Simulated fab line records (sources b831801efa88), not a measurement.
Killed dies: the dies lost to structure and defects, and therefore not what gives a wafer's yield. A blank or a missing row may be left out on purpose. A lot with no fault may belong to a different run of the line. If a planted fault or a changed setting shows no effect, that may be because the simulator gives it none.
A struck lot beside a sound one | flow sky130 | 16 steps out of a route of 708
Sound: the wafers L289.3, L289.5, L289.6. Wafers L294.3, L294.4, L294.6 were the ones struck. Last of all comes the cause.
For every step that has rows: the tool of each side, followed by ch and its chambers, followed by its first start. Under that, the readings that differ: sound wafers | struck wafers | difference of the means | sigmas: that difference in standard deviations of wafers without a fault.
alike: readings with means less than 2 such deviations apart, plus words and numbers identical on both sides. not compared: withheld readings, readings lacking a value on some wafer, bounds such as >300 that could conceal the same value, and numbers that have no deviation in the record and whose values overlap.
A row with sigmas, a row that says differs or no value, or rows on one side alone: a step with any of these is where the two part. Non-overlapping numbers with no deviation appear without sigmas and do not part them. A reading that every wafer of one side lacks parts them only if that side has two wafers or more.

SKY_NWELL_RS_MEAS_29: a four-point-probe measurement.
  sound: filmMetro-03 at day 7 02:32; struck: filmMetro-04 at day 8 19:17
  alike: NWELL_RS
SKY_NWELL_RS_MEAS_31: a four-point-probe measurement.
  sound: filmMetro-03 at day 7 02:46; struck: filmMetro-04 at day 8 19:31
  alike: PWDE_RS
then, 7 steps without rows for these wafers: SKY_VT_ADJUST_HVTP_DEHYDRATE_00 (time 60 s); SKY_VT_ADJUST_HVTP_HMDS_01 (prime time 60 s); SKY_VT_ADJUST_HVTP_COAT_02 (resist thk 1140 nm); SKY_VT_ADJUST_HVTP_SOFTBAKE_03 (time 60 s); SKY_VT_ADJUST_HVTP_EXPOSE_04 (exposes mask HVTPM, target cd 380 nm); SKY_VT_ADJUST_HVTP_PEB_05; SKY_VT_ADJUST_HVTP_DEVELOP_06 (develop time 60 s).
SKY_VT_ADJUST_HVTP_CD_MEAS_07: the cd target is 380 nm.
  sound: cdSem-02 at day 7 22:01; struck: cdSem-02 at day 9 17:35
  alike: cdNm
SKY_VT_ADJUST_HVTP_OVL_MEAS_08:
  sound: overlay-01 at day 7 22:07; struck: overlay-01 at day 9 17:40
  alike: VT_ADJUST_HVTP_OVL
SKY_VT_ADJUST_HVTP_IMPLANT_09:
  sound on implanter-02 ch 0, day 7 22:11; struck on implanter-02 ch 0, day 9 17:45
reading                  | sound                | struck               | difference | sigmas
beamEnergyKeV            | 149.99 149.99 150.06 | 167.85 167.78 167.80 | +17.80     | +99 or more
model.implant.rpNm (nm)  | 82.58 82.58 82.58    | 89.31 89.31 89.31    | +6.73      | 
model.implant.drpNm (nm) | 33.4 33.4 33.4       | 36.64 36.64 36.64    | +3.24      | 
  alike: doseIonsCm2
SKY_VT_ADJUST_HVTP_STRIP_10: strips in O2/N2.
  sound on plasmaAsher-04 ch 0,1, day 7 22:19; struck on plasmaAsher-03 ch 0,1, day 9 17:53
  alike: drypumpMotorCurrentA, oesProductAu, stripTimeToEndpointS
  not compared: rfHoursCounterH
SKY_VT_ADJUST_HVTP_TW_MEAS_11:
  sound: filmMetro-01 at day 7 22:24; struck: filmMetro-03 at day 9 17:58
reading           | sound          | struck         | difference | sigmas
VT_ADJUST_HVTP_TW | 1367 1372 1374 | 1403 1406 1397 | +31        | +3
then, 1 step without rows for these wafers: SKY_VT_ADJUST_LVTN_DEHYDRATE_00 (time 60 s).
-- record jumps: 39 days separate the struck wafers' starts on either side; left off in module VT_ADJUST_LVTN, taken up again in module PAD_OPEN, whose first shown step is the route's number 708 --
SKY_PAD_OPEN_PROBE_99:
  sound: prober-01 at day 48 00:12; struck: prober-02 at day 49 02:29
reading                               | sound                | struck               | difference | sigmas
model.etest.tipP.rsOhmSq              | 6923 7016 7001       | 6650 6644 6650       | -332       | 
model.etest.pfet_01v8.rOnOhmUm        | 2921 2961 2818       | 2725 2763 2740       | -157       | 
model.etest.pfet_01v8.driveUaUm       | 189.9 186.2 195.8    | 208.1 203.6 206.8    | +15.5      | 
model.etest.pfet_01v8_mvt.driveUaUm   | 148.4 144.1 151.3    | 164.3 161.8 163.3    | +15.2      | 
model.etest.pfet_01v8_hvt.driveUaUm   | 141.4 138.5 145.6    | 155.6 153.6 154.1    | +12.6      | 
model.etest.pfet_01v8_mvt.offLog10AUm | -11 -11.21 -11.16    | -9.794 -9.738 -9.745 | +1.364     | 
model.etest.pfet_01v8.offLog10AUm     | -10.12 -10.16 -9.532 | -8.774 -9.007 -8.926 | +1.035     | 
  alike: killed_at_M0_to_M3, killed_at_M4_up, killedAtContacts, killedAtFrontEnd, killedAtOther, killedDies, killedOpen, killedShort
  not compared: model.etest.sramPfetLatch.driveUaUm

## WHERE THEY PART
Last at SKY_VT_ADJUST_HVTP_TW_MEAS_11 as far as this record goes, first at SKY_VT_ADJUST_HVTP_IMPLANT_09. Later steps at which nothing parts them and some readings are alike: SKY_PAD_OPEN_PROBE_99.

WHY: what had been put in by the simulator
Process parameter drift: implanter-02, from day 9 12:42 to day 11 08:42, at SKY_VT_ADJUST_HVTP_IMPLANT_09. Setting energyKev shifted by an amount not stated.
